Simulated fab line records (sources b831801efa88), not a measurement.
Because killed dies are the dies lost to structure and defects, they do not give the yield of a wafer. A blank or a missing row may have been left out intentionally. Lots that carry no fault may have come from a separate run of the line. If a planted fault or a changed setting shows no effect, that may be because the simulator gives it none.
Matching of chambers    flow gf180mcu    4 sister chambers for GF_V5_CMP_04 on cmp-01
The step polishes SiO2. 4 wafers are shown with their chamber, then 10 later ones without.

## WAFERS, EACH WITH ITS CHAMBER
wafer   chamber  motorCurrentA (A)
L137.2  0        13.3
L137.3  1        9.7
L138.2  3        13.1
L138.3  2        12.5

## WAFERS MISSING THEIR CHAMBER
wafer   motorCurrentA (A)
L138.6  12.9
L139.3  9.9
L139.4  13.3
L139.5  9.8
L141.1  9.7
L141.3  13.6
L141.5  12.6
L142.2  12.2
L142.3  13.3
L142.6  13.4

## THE CHAMBER EACH PASSED THROUGH
wafer    from the rows above            in truth
L138.6   can't be placed: 3 or 0 or 2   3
L139.3   1                              1
L139.4   can't be placed: 0 or 3        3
L139.5   1                              1
L141.1   1                              1
L141.3   can't be placed: 0 or 3        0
L141.5   2                              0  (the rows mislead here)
L142.2   2                              2
L142.3   can't be placed: 0 or 3        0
L142.6   can't be placed: 0 or 3        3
4 of 10 placed correctly. Cannot be placed on the basis of these rows: 5; the candidates contain the true chamber in 5. 1 placed wrongly.
How it was worked out, from the rows above alone: a wafer's distance from a chamber is the root of the sum, over the readings, of the square of ((its reading less the chamber's mean) divided by the reading's scatter). The wafer belongs to the nearest chamber; if the next one is less than 2 further off, it can't be placed. A chamber's mean is the mean of its shown wafers. The scatter: with one shown wafer a chamber, the root of the mean of the squares of how far each hidden wafer lies from its nearest shown one.
